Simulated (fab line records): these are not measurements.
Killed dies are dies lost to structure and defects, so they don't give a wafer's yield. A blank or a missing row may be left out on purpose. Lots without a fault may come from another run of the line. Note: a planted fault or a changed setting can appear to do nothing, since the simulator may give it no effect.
Code-filled problem report in 8D (eight disciplines) form / flow gf180mcu / the parts of the form that need people (team, actions taken, sign-off) are left out

1. THE ISSUE
cathodeDcPowerW at GF_MIM_SPUTTER_09 reads a mean of 6642.9 W on 3 wafers of 2 lots; wafers without a fault read 6500.1 W with a standard deviation of 1.1. So: +99 or more standard deviations from the usual mean.
The step: material TiN, target thk 35 nm, time 29.2 s.
Earliest sighting: wafer L624.2 on pvdSputter-01 at day 27 04:09. The record holds 18 wafers of 6 lots with a number at this step. Rule for "out", or "out of limits": more than 4 standard deviations from the usual mean. The other wafers with a number count as sound.

2. WHAT IT IS, WHAT IT ISN'T
question=which readings at this step | is=cathodeDcPowerW | is not=throttleValvePct
question=which lots | is=L624, L627 | is not=L618, L634, L638, L640
question=which wafers of those lots | is=L624.2, L627.1, L627.6 | is not=L624.3, L624.5, L627.3
question=read on which tools | is=pvdSputter-01 | is not=pvdSputter-02, pvdSputter-03
question=when | is=from day 27 04:09 | is not=up to then (5 sound wafers); but 10 sound wafers of L627, L634, L638, L640 came after

3. SUSPECTS, AND WHAT RULES EACH OUT
Counting: any tool at a process step up to the reading remains a suspect provided it ran every lot that is out. Sound lots after the first of them don't rule it out here, since some wafers of a struck lot are sound.
- pvdSputter-01 at GF_MIM_SPUTTER_07 (material TiN, target thk 60 nm, time 50 s): kept. It ran every lot that is out, first L624 (day 27 04:05).
- pvdSputter-01 at GF_MIM_SPUTTER_09 (material TiN, target thk 35 nm, time 29.2 s): kept. It ran every lot that is out, first L624 (day 27 04:09). Out on those wafers are its own readings of cathodeDcPowerW.
The count leaves pvdSputter-01 at GF_MIM_SPUTTER_09 and pvdSputter-01 at GF_MIM_SPUTTER_07.

4. THE CAUSE (what the simulator had put in)
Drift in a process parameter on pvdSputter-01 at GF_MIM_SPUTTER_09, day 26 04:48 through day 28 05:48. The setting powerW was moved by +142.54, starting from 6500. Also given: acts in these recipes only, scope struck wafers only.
Counting leaves 2 suspects; this tool is one of them.

5. THE EFFECT CHAIN, in route order
Each row: a reading whose mean over the struck wafers that have a number lies more than 3 standard deviations from the usual. Readings are gone through only where the record gives a usual standard deviation; hours: the median, over the lots, of the time from a lot's start at the first step in this table giving one to that lot's start at this step; sigmas: the change measured in usual standard deviations.
hours=0; step=GF_MIM_SPUTTER_09; reading=cathodeDcPowerW; usual=6500.1 W; on struck wafers=6642.9; change=+142.8; sigmas=+99 or more
The process steps in it:
- GF_MIM_SPUTTER_09: material TiN, target thk 35 nm, time 29.2 s.
Later steps that measure or inspect, where all struck wafers having a row at the step show a number for every such reading and not one has moved that far: GF_MIM_RS_MEAS_10, GF_MIM_THK_MEAS_11, GF_M5_CD_MEAS_07, GF_M5_OVL_MEAS_08.

6. HOW IT WOULD HAVE BEEN CAUGHT EARLIER
23 hours passed between the start of the fault at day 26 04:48 and the first reading out of limits in this record, taken at day 27 04:09.
